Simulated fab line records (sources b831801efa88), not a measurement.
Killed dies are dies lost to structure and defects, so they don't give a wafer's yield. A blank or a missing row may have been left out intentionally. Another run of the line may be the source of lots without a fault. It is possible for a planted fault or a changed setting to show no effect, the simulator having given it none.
Struck lot and sound lot, side by side ; flow sky130 ; 43 steps out of a route of 708
Sound: the wafers L284.1, L284.2, L284.5. Struck: wafers L290.3, L290.6. (L290.5 of the same lot was not struck and is left out.) The cause comes at the end.
At each step with rows: each side's tool, then ch and its chambers, then its first start. Under that, the readings that differ: sound wafers ; struck wafers ; difference of the means ; sigmas: that difference in standard deviations of wafers without a fault.
alike: words and numbers the same on both sides, and readings whose means are apart by under 2 such deviations; not compared: readings that were withheld, readings missing a value for some wafer, numbers with overlapping values and no deviation given by the record, and bounds like >300 which may hide the same value.
Wherever a step has rows on one side only, a row that says differs or no value, or a row with sigmas, the two part there. Numbers that have no deviation but don't overlap get no sigmas and don't part them. Lack of a reading on every wafer of one side parts them only where that side has two or more wafers.

first, 8 steps without rows for these wafers: SKY_VIA2_DEHYDRATE_04 (time 60 s); SKY_VIA2_HMDS_05 (prime time 60 s); SKY_VIA2_COAT_06 (resist thk 60 nm); SKY_VIA2_COAT_07 (resist thk 450 nm); SKY_VIA2_SOFTBAKE_08 (time 90 s); SKY_VIA2_EXPOSE_09 (exposes mask VIM2, target cd 200 nm); SKY_VIA2_PEB_10; SKY_VIA2_DEVELOP_11 (develop time 58.82 s).
SKY_VIA2_CD_MEAS_12 targets a cd of 200 nm.
  sound on cdSem-01 at day 36 11:47; struck on cdSem-01 at day 38 13:19
  alike: cdNm
SKY_VIA2_OVL_MEAS_13:
  sound on overlay-01 at day 36 11:54; struck on overlay-01 at day 38 13:24
  alike: VIA2_OVL
then, 1 step without rows for these wafers: SKY_VIA2_ETCH_14 (etches BARC in N2/H2, stops on SiO2, time 45.9 s, target depth 60 nm).
SKY_VIA2_ETCH_15: etches SiO2 in C4F8/O2/Ar, stops on TiN, target depth 546 nm, time 84 s.
  sound on rieDiel-01 ch 2,3, day 36 11:59; struck on rieDiel-02 ch 0,1, day 38 13:28
  alike: oesProductAu
  not compared: rfHoursCounterH
SKY_VIA2_STRIP_16: strips in O2/N2.
  sound on plasmaAsher-03 ch 0,1, day 36 12:02; struck on plasmaAsher-03 ch 0, day 38 13:34
  alike: drypumpMotorCurrentA, oesProductAu, stripTimeToEndpointS
  not compared: rfHoursCounterH
then, 3 steps without rows for these wafers: SKY_VIA2_STRIP_17 (strips in post etch residue remover, time 1200 s); SKY_VIA2_CLEAN_18 (cleans in IPA, time 180 s); SKY_VIA2_CLEAN_19 (cleans in O3/DIW).
SKY_VIA2_SPUTTER_20: material TiN, target thk 20 nm, time 80 s.
  sound on pvdSputter-02 at day 36 12:41; struck on pvdSputter-04 at day 38 14:09
  alike: chamberPressurePa, throttleValvePct
SKY_VIA2_CVD_21: deposits W, target thk 420 nm, time 126.4 s.
  sound on cvdW-01 ch 0,1, day 36 12:45; struck on cvdW-01 ch 0,1, day 38 14:15
  alike: heaterPowerW
SKY_VIA2_RS_MEAS_22: uses a four-point probe to measure.
  sound on filmMetro-03 at day 36 12:53; struck on filmMetro-02 at day 38 14:23
  alike: VIA2_W_RS
SKY_VIA2_THK_MEAS_23: measures by xrf.
  sound on filmMetro-03 at day 36 13:00; struck on filmMetro-02 at day 38 14:29
  alike: VIA2_W_THK
then, 4 steps without rows for these wafers: SKY_VIA2_CMP_24 (polishes, stops on SiO2, t overpolish 20 s, target thk 0 nm); SKY_METAL3_SPUTTER_00 (material Ti, target thk 15 nm, time 10 s); SKY_METAL3_SPUTTER_01 (material TiN, target thk 20 nm, time 16.7 s); SKY_METAL3_SPUTTER_02 (material AlCu, target thk 735 nm, time 39.1 s).
SKY_METAL3_SPUTTER_03: material Ti, target thk 5 nm, time 3.3 s.
  sound on pvdSputter-01 at day 36 13:26; struck on pvdSputter-01 at day 38 14:55
  alike: chamberPressurePa, throttleValvePct
then, 1 step without rows for these wafers: SKY_METAL3_SPUTTER_04 (material TiN, target thk 70 nm, time 58.3 s).
SKY_CAPM_CVD_00: deposits SiO2, target thk 15.5 nm.
  sound on pecvd-02 ch 0,2, day 36 13:31; struck on pecvd-02 ch 0,2, day 38 14:59
  alike: heaterPowerW
SKY_CAPM_THK_MEAS_01:
  sound on filmMetro-03 at day 36 13:32; struck on filmMetro-01 at day 38 15:01
  alike: CAPM_CVD_00_THK
then, 1 step without rows for these wafers: SKY_CAPM_SPUTTER_02 (material TiN, target thk 200 nm, time 166.7 s).
SKY_CAPM_RS_MEAS_03: uses a four-point probe to measure.
  sound on filmMetro-01 at day 36 13:42; struck on filmMetro-03 at day 38 15:13
  alike: CAPM_TIN_RS
SKY_CAPM_THK_MEAS_04: measures by xrf.
  sound on filmMetro-01 at day 36 13:49; struck on filmMetro-03 at day 38 15:19
  alike: CAPM_TIN_THK
then, 7 steps without rows for these wafers: SKY_CAPM_DEHYDRATE_05 (time 60 s); SKY_CAPM_HMDS_06 (prime time 60 s); SKY_CAPM_COAT_07 (resist thk 1140 nm); SKY_CAPM_SOFTBAKE_08 (time 60 s); SKY_CAPM_EXPOSE_09 (exposes mask CAPM, target cd 1000 nm); SKY_CAPM_PEB_10; SKY_CAPM_DEVELOP_11 (develop time 60 s).
SKY_CAPM_OVL_MEAS_12:
  sound on overlay-02 at day 37 16:50; struck on overlay-02 at day 39 15:31
  alike: CAPM_OVL
then, 3 steps without rows for these wafers: SKY_CAPM_METAL_ETCH_13 (etches TiN in Cl2/BCl3, stops on SiO2, target depth 220 nm, time 62.9 s); SKY_CAPM_STRIP_14 (strips in O2/N2); SKY_CAPM_STRIP_15 (strips in post etch residue remover, time 1200 s).
-- the record jumps here: 8 days lie between the struck wafers' starts before and after (it left off in module CAPM and takes up again in module PAD_OPEN, whose first step shown is number 708 of the route) --
SKY_PAD_OPEN_PROBE_99:
  sound on prober-02 at day 45 22:03; struck on prober-01 at day 47 12:48
reading;sound;struck;difference;sigmas
defectLimitedYield (%);83.3 85.0 81.5;75.0 71.7;-9.9;-5
killed_at_M0_to_M3;48 45 42;73 86;+34;+5
killedAtFrontEnd;13 10 16;25 21;+10;+2
killedDies;82 74 91;123 139;+49;+5
model.etest.tester.sortNPass;410 418 401;369 353;-49;
model.etest.tester.sortYieldPct (%);83.33 84.96 81.5;75 71.75;-10;
model.etest.tester.sort_bin_5_pct (%);10.57 8.333 10.37;14.02 15.85;+5.18;
model.etest.tester.sort_bin_3_pct (%);0.4065 0.2033 1.22;3.455 3.049;+2.642;
  alike: killed_at_M4_up, killedAtContacts, killedAtOther, killedOpen, killedShort

WHERE THEY PART
Within this record, at SKY_PAD_OPEN_PROBE_99 only.

WHY: the cause the simulator had injected
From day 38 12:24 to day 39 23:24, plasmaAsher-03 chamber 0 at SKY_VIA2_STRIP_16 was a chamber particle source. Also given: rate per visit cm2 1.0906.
